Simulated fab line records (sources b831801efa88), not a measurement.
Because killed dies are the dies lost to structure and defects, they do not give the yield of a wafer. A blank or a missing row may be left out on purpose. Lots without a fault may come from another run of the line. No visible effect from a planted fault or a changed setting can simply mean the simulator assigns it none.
fab line records	flow sky130
[record] lots = 6	wafers = 18	last-day = 49
route steps=708 shown RES_XHIGH@339 SD_N@342 SD_P@359 PAD_OPEN@708
lots that met no fault: from a run of the same line without faults
start-h: the number of hours between the record's first day and the start of the first shown wafer of the lot	wait-h: hours from the lot's prior step to this one	" identical to the entry in the row above	L1.1+2: several wafers, shown together as one row	- no value, or no start given	* or withheld: withheld	< > ~ a bound
route shown NAME@n: a module of which the file shows steps, and the number in the route of the first	usual: average and standard deviation across the fault-free wafers	same: alike in all rows	chamber/n: place in a boat	sites: readings site by site	_std_site: standard deviation of those values	_edge_site: outer sites' mean less inner sites'	radius-mm: for every site, how far away it sits from the centre of the wafer	mask NAME#n: copy n	behind: the last tool/chamber to shape the wafer	hold: why the lot was held/for how many hours/how that ended	device: transistor that didn't switch, given as n, p or np	end of line: at the end of the route, the tests of the same wafers	a step given without rows: its recipe and nothing more	killed: at the first sort, the dies lost to defects and structure; wafer yield is something else	map: a wafer's dies, marking killed ones x, the rest . and places with no die _
set.NAME: the setting that was run; set.NAME@STEP: the one run at that earlier step	model.NAME: the simulator's own value behind a step, which no gauge read
lots seen at some steps along the route; tables by step, rows by wafer
services: from which hour (start-h, from the record's first day; less than 0 if before it) a tool's chamber was out of use, for how many hours, and why
[[steps]]
[step SKY_RES_XHIGH_IMPLANT_07]
[recipe] species = BF2	energy-kev = 20	dose-cm2 = 3.6e+14	tilt-deg = 0
[step SKY_RES_XHIGH_STRIP_08]
[recipe] chemistry = O2/N2	power-w = 1400	pressure-mtorr = 1500	platen-temp-c = withheld	o2-flow-sccm = 3000	n2-flow-sccm = 300	overash-fraction = 0.5
[usual] drypump-motor-current-A = 6.0/0.34	oes-product-au = 0.711/0.0044	strip-time-to-endpoint-s = 14.27/0.036
lot.wafer	tool	chamber	start-h	wait-h	drypump-motor-current-A	oes-product-au	rf-hours-counter-h	strip-time-to-endpoint-s
L577.2	plasma-asher-03	0	634.94	0.1	6.3	0.709	83	14.31
L577.3	"	1	"	"	5.6	0.714	-	14.29
L577.4	"	0	"	"	6.3	0.705	-	14.25
L582.2	plasma-asher-02	0	682.94	0.1	6.0	0.703	56	14.28
L582.3	"	0	"	"	6.1	0.705	-	14.25
L582.6	"	1	"	"	6.2	0.712	-	14.28
L580.1	plasma-asher-03	0	684.79	0.1	6.3	0.705	88	14.27
L580.2	"	1	"	"	5.6	0.707	88	14.23
L580.4	"	1	"	"	5.6	0.716	-	14.26
L583.1	plasma-asher-02	1	695.36	0.1	6.2	0.715	57	14.21
L583.5	"	0	"	"	6.1	0.706	-	14.28
L583.6	"	1	"	"	6.2	0.718	-	14.30
L590.4	plasma-asher-03	1	751.09	0.1	5.6	0.712	-	14.27
L590.5	"	0	"	"	6.3	0.712	-	14.29
L590.6	"	1	"	"	5.6	0.712	-	14.26
L594.2	plasma-asher-03	0	771.54	0.1	6.3	0.713	96	14.30
L594.4	"	1	"	"	5.6	0.712	-	14.25
L594.6	"	1	"	"	5.6	0.698	-	14.25
[step SKY_RES_XHIGH_TW_MEAS_09]
[usual] RES_XHIGH_TW = 1656/12
lot.wafer	tool	chamber	start-h	wait-h	RES_XHIGH_TW
L577.2	film-metro-04	-	635.05	0.1	1662
L577.3	"	-	"	"	1667
L577.4	"	-	"	"	1676
L582.2	film-metro-03	-	683.05	0.1	1671
L582.3	"	-	"	"	1661
L582.6	"	-	"	"	1670
L580.1	film-metro-04	-	684.89	0.1	1660
L580.2	"	-	"	"	1665
L580.4	"	-	"	"	1658
L583.1	film-metro-02	-	695.46	0.1	1642
L583.5	"	-	"	"	1635
L583.6	"	-	"	"	1640
L590.4	film-metro-03	-	751.19	0.1	1649
L590.5	"	-	"	"	1656
L590.6	"	-	"	"	1669
L594.2	film-metro-02	-	771.65	0.1	1635
L594.4	"	-	"	"	1636
L594.6	"	-	"	"	1645
[step SKY_SD_N_DEHYDRATE_00]
[recipe] temp-c = 200	time-s = 60
[step SKY_SD_N_HMDS_01]
[recipe] prime-time-s = 60	prime-temp-c = 120
[step SKY_SD_N_COAT_02]
[recipe] resist = NOVOLAK	spin-rpm = 3000	resist-thk-nm = 1140
[step SKY_SD_N_SOFTBAKE_03]
[recipe] temp-c = 90	time-s = 60	resist = NOVOLAK
[step SKY_SD_N_EXPOSE_04]
[recipe] mask-id = NSDM	na = 0.6	source-shape = conventional	sigma-outer = 0.6	polarization = unpolarized	target-cd-nm = 380	dose-mj = 142.2
[step SKY_SD_N_PEB_05]
[recipe] temp-c = withheld	time-s = *	resist = NOVOLAK
[step SKY_SD_N_DEVELOP_06]
[recipe] resist = NOVOLAK	developer = TMAH	develop-time-s = 60	dev-temp-c = 23
[step SKY_SD_N_CD_MEAS_07]
[recipe] target-cd-nm = 380
[usual] cd-nm = 380.2/2.2
lot.wafer	tool	chamber	start-h	wait-h	cd-nm
L577.2	cd-sem-01	-	665.06	0.1	380.3
L577.3	"	-	"	"	382.9
L577.4	"	-	"	"	383.2
L582.2	cd-sem-02	-	709.77	0.1	380.5
L582.3	"	-	"	"	384.5
L582.6	"	-	"	"	383.9
L580.1	cd-sem-02	-	711.69	0.1	380.4
L580.2	"	-	"	"	379.8
L580.4	"	-	"	"	382.5
L583.1	cd-sem-01	-	723.29	0.1	379.9
L583.5	"	-	"	"	381.0
L583.6	"	-	"	"	379.7
L590.4	cd-sem-01	-	778.37	0.1	377.5
L590.5	"	-	"	"	378.3
L590.6	"	-	"	"	378.1
L594.2	cd-sem-01	-	797.66	0.1	379.7
L594.4	"	-	"	"	379.5
L594.6	"	-	"	"	380.6
[step SKY_SD_N_OVL_MEAS_08]
[usual] SD_N_OVL = -0.8/1.1
lot.wafer	tool	chamber	start-h	wait-h	SD_N_OVL[nm]
L577.2	overlay-01	-	665.16	0.1	-2.5
L577.3	"	-	"	"	-1.6
L577.4	"	-	"	"	-2.2
L582.2	overlay-01	-	709.88	0.1	-1.9
L582.3	"	-	"	"	-1.3
L582.6	"	-	"	"	-3.1
L580.1	overlay-02	-	711.81	0.1	-0.8
L580.2	"	-	"	"	-1.2
L580.4	"	-	"	"	-0.6
L583.1	overlay-01	-	723.41	0.1	0.1
L583.5	"	-	"	"	-1.0
L583.6	"	-	"	"	-1.0
L590.4	overlay-01	-	778.44	0.1	-2.0
L590.5	"	-	"	"	-0.7
L590.6	"	-	"	"	-0.9
L594.2	overlay-02	-	797.76	0.1	-0.5
L594.4	"	-	"	"	-0.1
L594.6	"	-	"	"	-0.5
[step SKY_SD_N_IMPLANT_09]
[recipe] species = As	energy-kev = 50	dose-cm2 = 4e+15	tilt-deg = 0
[usual] beam-energy-keV = 49.997/0.015
lot.wafer	tool	chamber	start-h	wait-h	beam-energy-keV	model.implant.rp-nm	model.implant.drp-nm
L577.2	implanter-01	0	665.22	0.0	50.012	32.39	14.11
L577.3	"	0	"	"	49.987	32.39	14.11
L577.4	"	0	"	"	49.986	32.39	14.11
L582.2	implanter-01	0	709.94	0.0	45.580	29.65	13.17
L582.3	"	0	"	"	45.559	29.65	13.17
L582.6	"	0	"	"	45.581	29.65	13.17
L580.1	implanter-01	0	711.84	0.0	45.558	29.07	13.17
L580.2	"	0	"	"	45.581	29.07	13.17
L580.4	"	0	"	"	45.573	29.07	13.17
L583.1	implanter-02	0	723.44	0.0	49.977	32.85	14.11
L583.5	"	0	"	"	50.001	32.85	14.11
L583.6	"	0	"	"	49.992	32.85	14.11
L590.4	implanter-03	0	778.54	0.1	49.995	33.11	14.11
L590.5	"	0	"	"	49.988	33.11	14.11
L590.6	"	0	"	"	50.012	33.11	14.11
L594.2	implanter-02	0	797.82	0.0	49.995	32.4	14.11
L594.4	"	0	"	"	50.006	32.4	14.11
L594.6	"	0	"	"	49.972	32.4	14.11
[step SKY_SD_N_IMPLANT_10]
[recipe] species = P	energy-kev = 20	dose-cm2 = 1e+14	tilt-deg = 0
[step SKY_SD_N_STRIP_11]
[recipe] chemistry = O2/N2	power-w = 1400	pressure-mtorr = 1500	platen-temp-c = withheld	o2-flow-sccm = 3000	n2-flow-sccm = 300	overash-fraction = 0.5
[usual] drypump-motor-current-A = 6.0/0.33	oes-product-au = 0.527/0.0043	strip-time-to-endpoint-s = 22.54/0.039
lot.wafer	tool	chamber	start-h	wait-h	drypump-motor-current-A	oes-product-au	rf-hours-counter-h	strip-time-to-endpoint-s
L577.2	plasma-asher-03	1	665.49	0.1	5.6	0.522	86	22.57
L577.3	"	1	"	"	5.6	0.520	-	22.56
L577.4	"	0	"	"	6.3	0.529	-	22.50
L582.2	plasma-asher-03	0	710.21	0.1	6.3	0.530	90	21.86
L582.3	"	1	"	"	5.6	0.533	-	21.85
L582.6	"	0	"	"	6.3	0.536	-	21.82
L580.1	plasma-asher-01	1	712.14	0.1	6.3	0.535	29	21.91
L580.2	"	0	"	"	5.5	0.544	29	21.91
L580.4	"	1	"	"	6.3	0.528	-	21.84
L583.1	plasma-asher-01	0	723.74	0.1	5.6	0.528	30	22.52
L583.5	"	1	"	"	6.3	0.526	-	22.50
L583.6	"	0	"	"	5.5	0.528	-	22.50
L590.4	plasma-asher-01	0	778.79	0.1	5.5	0.531	-	22.53
L590.5	"	1	"	"	6.3	0.534	-	22.52
L590.6	"	0	"	"	5.5	0.526	-	22.51
L594.2	plasma-asher-03	1	798.09	0.1	5.6	0.530	99	22.57
L594.4	"	1	"	"	5.6	0.521	-	22.50
L594.6	"	1	"	"	5.6	0.529	-	22.49
[step SKY_SD_N_TW_MEAS_12]
[usual] SD_N_TW = 4028/31
lot.wafer	tool	chamber	start-h	wait-h	SD_N_TW
L577.2	film-metro-02	-	665.60	0.1	4020
L577.3	"	-	"	"	4003
L577.4	"	-	"	"	3995
L582.2	film-metro-03	-	710.32	0.1	3936
L582.3	"	-	"	"	3952
L582.6	"	-	"	"	3942
L580.1	film-metro-04	-	712.24	0.1	3919
L580.2	"	-	"	"	3938
L580.4	"	-	"	"	3927
L583.1	film-metro-03	-	723.84	0.1	4093
L583.5	"	-	"	"	4068
L583.6	"	-	"	"	4082
L590.4	film-metro-02	-	778.89	0.1	4003
L590.5	"	-	"	"	3993
L590.6	"	-	"	"	3991
L594.2	film-metro-03	-	798.20	0.1	4041
L594.4	"	-	"	"	4047
L594.6	"	-	"	"	4041
[step SKY_SD_N_CLEAN_13]
[recipe] chemistry = SC1/SC2	mix = 1:4:20	temp-c = 70	time-s = 150	dry = n2-spin
[step SKY_SD_N_RTA_14]
[recipe] temp-c = 1075	time-s = 2	idle-temp-c = 650	ramp-up-c-per-s = 150	ramp-down-c-per-s = 90	ambient = N2
[usual] lamp-power-pct = 15.73/0.051	wafer_temp_C_max = 1078.0/1.3
lot.wafer	tool	chamber	start-h	wait-h	lamp-power-pct	wafer_temp_C_max
L577.2	rtp-anneal-01	0	665.71	0.0	15.74	1077.9
L577.3	"	0	"	"	15.67	1082.6
L577.4	"	0	"	"	15.76	1078.1
L582.2	rtp-anneal-02	0	710.44	0.0	15.71	1077.8
L582.3	"	0	"	"	15.62	1080.4
L582.6	"	0	"	"	15.79	1077.7
L580.1	rtp-anneal-02	0	712.35	0.0	15.73	1077.1
L580.2	"	0	"	"	15.74	1077.0
L580.4	"	0	"	"	15.77	1078.7
L583.1	rtp-anneal-01	0	723.95	0.0	15.80	1078.3
L583.5	"	0	"	"	15.69	1077.2
L583.6	"	0	"	"	15.71	1079.1
L590.4	rtp-anneal-01	0	779.00	0.0	15.69	1078.1
L590.5	"	0	"	"	15.80	1078.1
L590.6	"	0	"	"	15.83	1078.2
L594.2	rtp-anneal-01	0	798.31	0.0	15.79	1078.5
L594.4	"	0	"	"	15.68	1076.1
L594.6	"	0	"	"	15.74	1078.4
[step SKY_SD_N_RS_MEAS_16]
[recipe] thk-meas-gauge = four-point-probe
[usual] SD_N_RS = 68.50/0.11
lot.wafer	tool	chamber	start-h	wait-h	SD_N_RS[ohm/sq]
L577.2	film-metro-04	-	665.89	0.1	68.31
L577.3	"	-	"	"	68.42
L577.4	"	-	"	"	68.52
L582.2	film-metro-02	-	710.67	0.1	71.70
L582.3	"	-	"	"	71.93
L582.6	"	-	"	"	71.69
L580.1	film-metro-04	-	712.52	0.1	71.68
L580.2	"	-	"	"	71.71
L580.4	"	-	"	"	71.74
L583.1	film-metro-02	-	724.12	0.1	68.63
L583.5	"	-	"	"	68.57
L583.6	"	-	"	"	68.73
L590.4	film-metro-03	-	779.20	0.1	68.33
L590.5	"	-	"	"	68.28
L590.6	"	-	"	"	68.33
L594.2	film-metro-04	-	798.50	0.1	68.46
L594.4	"	-	"	"	68.60
L594.6	"	-	"	"	68.66
[step SKY_SD_N_RS_MEAS_17]
[recipe] thk-meas-gauge = four-point-probe
[usual] SD_P_RS = 147.0/0.35
lot.wafer	tool	chamber	start-h	wait-h	SD_P_RS[ohm/sq]
L577.2	film-metro-04	-	666.01	0.1	146.9
L577.3	"	-	"	"	146.6
L577.4	"	-	"	"	146.6
L582.2	film-metro-02	-	710.79	0.1	146.9
L582.3	"	-	"	"	147.6
L582.6	"	-	"	"	146.5
L580.1	film-metro-04	-	712.64	0.1	146.9
L580.2	"	-	"	"	147.1
L580.4	"	-	"	"	146.7
L583.1	film-metro-02	-	724.24	0.1	147.1
L583.5	"	-	"	"	147.0
L583.6	"	-	"	"	146.9
L590.4	film-metro-03	-	779.32	0.1	146.5
L590.5	"	-	"	"	146.6
L590.6	"	-	"	"	146.8
L594.2	film-metro-04	-	798.62	0.1	147.6
L594.4	"	-	"	"	147.0
L594.6	"	-	"	"	147.5
[step SKY_PAD_OPEN_PROBE_99]
[usual] killed_at_M0_to_M3 = 43/6.4	killed_at_M4_up = 3.2/1.8	killed-at-contacts = 25/5.8	killed-at-front-end = 16/4.1	killed-at-other = 0.2/0.47	killed-dies = 88/9.9	killed-on-rim = 17/4.1	killed-open = 47/7.3	killed-short = 40/7.1
[same] gross-dies = 492	killed-at-back-side = 0
lot.wafer	tool	chamber	start-h	wait-h	killed_at_M0_to_M3	killed_at_M4_up	killed-at-contacts	killed-at-front-end	killed-at-other	killed-dies	killed-on-rim	killed-open	killed-short	model.etest.res-ndiff.line-ohm-um	model.etest.res-ndiff.rs-ohm-sq	model.etest.res-ndiff-hv.rs-ohm-sq
L577.2	prober-02	-	1088.83	0.1	50	4	29	15	0	98	20	52	46	771.6	120.7	113.8
L577.3	prober-02	-	1088.88	0.2	34	2	22	11	1	70	19	37	33	786.3	120.5	112.6
L577.4	prober-02	-	1088.93	0.2	61	5	25	15	1	107	21	45	62	791.8	121	114.3
L582.2	prober-01	-	1123.56	0.1	35	5	15	15	1	71	12	39	32	793.5	124.9	119.3
L582.3	prober-01	-	1123.61	0.2	52	1	31	27	1	112	26	66	46	806.3	125.7	118.8
L582.6	prober-01	-	1123.76	0.2	32	4	31	15	1	83	13	50	33	803.3	124.2	119.3
L580.1	prober-01	-	1127.18	0.1	38	4	28	15	0	85	10	50	35	806	127.2	120.6
L580.2	prober-01	-	1127.23	0.1	57	2	25	12	0	96	25	47	49	805.3	127.1	120
L580.4	prober-01	-	1127.33	0.2	44	2	34	9	0	89	15	47	42	816.4	127.2	119.9
L583.1	prober-02	-	1132.82	0.1	39	2	26	13	1	81	16	48	33	773	119.7	113.3
L583.5	prober-02	-	1133.02	0.2	43	3	28	12	0	86	18	49	37	764.9	119.6	112.9
L583.6	prober-02	-	1133.07	0.2	43	5	29	8	0	85	14	45	40	767.7	119.3	112.5
L590.4	prober-01	-	1168.46	0.2	40	5	19	16	2	82	15	46	36	757.2	118	111.8
L590.5	prober-01	-	1168.51	0.2	46	3	23	17	0	89	12	45	43	770.8	119	111.5
L590.6	prober-01	-	1168.56	0.2	39	1	28	15	2	85	23	39	44	764	118.5	112.9
L594.2	prober-01	-	1185.76	0.1	40	5	28	6	0	79	15	49	30	767.1	118.5	112.8
L594.4	prober-01	-	1185.86	0.2	44	2	32	16	0	94	15	53	41	778.3	120	113.8
L594.6	prober-01	-	1185.96	0.2	35	1	26	13	0	75	18	46	25	780.4	120.5	113.9
// killed by level:class
L577.2 CONTACT:geometric-particle:open=10 VIA3:geometric-particle:open=10 VIA2:geometric-particle:open=9 FIELD_ISO:geometric-particle:open=7 METAL1:geometric-particle:short=7 VIA1:geometric-particle:open=7 CONTACT:geometric-particle:short=6 LI_CONTACT:geometric-particle:open=5
L577.3 VIA1:geometric-particle:open=9 LI_CONTACT:geometric-particle:open=7 METAL1:geometric-particle:short=7 VIA3:geometric-particle:open=7 CONTACT:geometric-particle:open=6 FIELD_ISO:geometric-particle:short=5 LI_CONTACT:geometric-particle:short=4 VIA2:geometric-particle:short=3
L577.4 METAL2:geometric-particle:short=11 VIA1:geometric-particle:open=10 CONTACT:geometric-particle:open=7 VIA1:geometric-particle:short=7 FIELD_ISO:geometric-particle:short=6 LI_CONTACT:geometric-particle:open=6 VIA3:geometric-particle:open=6 VIA2:geometric-particle:open=6
L582.2 VIA1:geometric-particle:open=10 CONTACT:geometric-particle:open=7 METAL1:geometric-particle:short=7 VIA3:geometric-particle:open=6 FIELD_ISO:geometric-particle:open=5 METAL4:geometric-particle:short=5 CONTACT:geometric-particle:short=4 VIA2:geometric-particle:open=4
L582.3 VIA1:geometric-particle:open=19 CONTACT:geometric-particle:open=9 LI_CONTACT:geometric-particle:open=9 VIA2:geometric-particle:open=8 CONTACT:geometric-particle:short=6 METAL2:geometric-particle:short=6 FIELD_ISO:geometric-particle:open=5 FIELD_ISO:geometric-particle:short=5
L582.6 CONTACT:geometric-particle:open=11 VIA1:geometric-particle:open=11 LI_CONTACT:geometric-particle:open=8 CONTACT:geometric-particle:short=6 FIELD_ISO:geometric-particle:open=5 VIA2:geometric-particle:open=5 VIA3:geometric-particle:open=4 POLY_GATE:geometric-particle:short=3
L580.1 VIA1:geometric-particle:open=10 LI_CONTACT:geometric-particle:open=8 CONTACT:geometric-particle:open=8 CONTACT:geometric-particle:short=6 POLY_GATE:geometric-particle:open=5 METAL1:geometric-particle:short=4 METAL2:geometric-particle:short=4 VIA2:geometric-particle:open=4
L580.2 VIA1:geometric-particle:open=9 VIA1:geometric-particle:short=9 LI_CONTACT:geometric-particle:open=8 CONTACT:geometric-particle:open=6 VIA2:geometric-particle:open=6 VIA3:geometric-particle:open=6 VIA3:geometric-particle:short=5 LOCAL_INTERCONNECT:geometric-particle:short=5
L580.4 CONTACT:geometric-particle:open=12 VIA1:geometric-particle:open=11 LOCAL_INTERCONNECT:geometric-particle:short=9 METAL2:geometric-particle:short=8 LI_CONTACT:geometric-particle:open=7 VIA2:geometric-particle:open=6 CONTACT:geometric-particle:short=4 VIA1:geometric-particle:short=4
L583.1 CONTACT:geometric-particle:open=11 LI_CONTACT:geometric-particle:open=7 VIA1:geometric-particle:open=7 POLY_GATE:geometric-particle:open=6 METAL1:geometric-particle:short=6 VIA1:geometric-particle:short=4 VIA2:geometric-particle:open=4 FIELD_ISO:geometric-particle:short=3
L583.5 VIA1:geometric-particle:open=12 CONTACT:geometric-particle:open=11 LI_CONTACT:geometric-particle:open=9 METAL1:geometric-particle:short=8 VIA2:geometric-particle:open=8 FIELD_ISO:geometric-particle:short=6 VIA1:geometric-particle:short=6 VIA3:geometric-particle:open=5
L583.6 CONTACT:geometric-particle:open=10 VIA1:geometric-particle:open=10 METAL1:geometric-particle:short=9 CONTACT:geometric-particle:short=7 VIA3:geometric-particle:open=7 METAL2:geometric-particle:short=6 LI_CONTACT:geometric-particle:open=5 VIA2:geometric-particle:open=5
L590.4 VIA1:geometric-particle:open=10 CONTACT:geometric-particle:open=7 VIA1:geometric-particle:short=6 POLY_GATE:geometric-particle:open=5 LI_CONTACT:geometric-particle:open=5 VIA3:geometric-particle:open=5 POLY_GATE:geometric-particle:short=4 VIA2:geometric-particle:open=4
L590.5 VIA1:geometric-particle:open=14 CONTACT:geometric-particle:open=8 FIELD_ISO:geometric-particle:open=6 VIA1:geometric-particle:short=6 CONTACT:geometric-particle:short=5 METAL1:geometric-particle:short=5 METAL2:geometric-particle:short=5 METAL3:geometric-particle:short=5
L590.6 VIA1:geometric-particle:open=9 LOCAL_INTERCONNECT:geometric-particle:short=7 LI_CONTACT:geometric-particle:open=6 CONTACT:geometric-particle:open=6 VIA1:geometric-particle:short=6 POLY_GATE:geometric-particle:short=5 CONTACT:geometric-particle:short=5 VIA3:geometric-particle:open=5
L594.2 VIA1:geometric-particle:open=11 CONTACT:geometric-particle:open=9 LI_CONTACT:geometric-particle:open=8 VIA3:geometric-particle:open=7 CONTACT:geometric-particle:short=5 LOCAL_INTERCONNECT:geometric-particle:short=4 VIA2:geometric-particle:open=4 METAL2:geometric-particle:short=3
L594.4 CONTACT:geometric-particle:open=13 VIA1:geometric-particle:open=11 LI_CONTACT:geometric-particle:open=9 POLY_GATE:geometric-particle:open=6 VIA3:geometric-particle:short=6 VIA2:geometric-particle:open=5 METAL1:geometric-particle:short=5 METAL2:geometric-particle:short=5
L594.6 CONTACT:geometric-particle:open=13 VIA1:geometric-particle:open=10 LI_CONTACT:geometric-particle:open=6 VIA3:geometric-particle:open=6 VIA2:geometric-particle:open=5 CONTACT:geometric-particle:short=4 METAL1:geometric-particle:short=4 NWELL:coat-microbubble-printed=4
[[services]]
tool	chamber	start-h	hours	kind
implanter-02	-	611.19	4.9	pm
implanter-01	-	619.66	4.2	pm
implanter-01	-	645.82	2.8	pm
implanter-02	-	657.51	1.5	repair
implanter-03	-	660.38	0.5	repair
implanter-03	-	677.86	4.6	repair
implanter-03	-	680.72	6.2	repair
plasma-asher-03	-	695.32	1.9	repair
implanter-02	-	717.05	1.5	repair
implanter-03	-	725.66	4.6	repair
rtp-anneal-01	-	744.15	6.4	pm
implanter-01	-	755.77	1.8	repair
plasma-asher-02	-	772.06	7.3	pm
plasma-asher-03	-	791.60	4.0	repair
implanter-03	-	794.12	22.4	pm
[[key]]
[first-sign] step = SKY_SD_N_IMPLANT_09	reading = beam-energy-keV	direction = down	sigmas = 99+	usual = *	struck = *
[effect] step = SKY_SD_N_STRIP_11	reading = strip-time-to-endpoint-s	direction = down	sigmas = 17	usual = *	struck = *
[effect] step = SKY_SD_N_TW_MEAS_12	reading = SD_N_TW	direction = down	sigmas = 3	usual = 4028	struck = 3936
[effect] step = SKY_SD_N_RS_MEAS_16	reading = SD_N_RS	direction = up	sigmas = 30	usual = 68.50	struck = 71.74
[model-effect] step = SKY_SD_N_IMPLANT_09	value = implant.rp-nm	without = 31.66	struck = 29.36
[model-effect] step = SKY_PAD_OPEN_PROBE_99	value = etest.res-ndiff.line-ohm-um	without = 774.6	struck = 805.1
met-at SKY_SD_N_IMPLANT_09
struck-wafers L580.1,L580.2,L580.4,L582.2,L582.3,L582.6
tester-left-out L580,L582
onset-between 665.22 709.94
[fault] kind = process-parameter-drift	tool = implanter-01	chamber = -	onset-h = 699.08	steps = SKY_SD_N_IMPLANT_09	channel = energy-kev	offset = *	shape = step	end-h = 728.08	acts-in = *	stated = *
// tester-left-out: of these lots the tester's yield and bins aren't shown, on N5 and GAA mostly nor the transistor test; their killed dies are dies lost to structure and defects alone, not to doping, threshold or leakage, so they don't give the yield
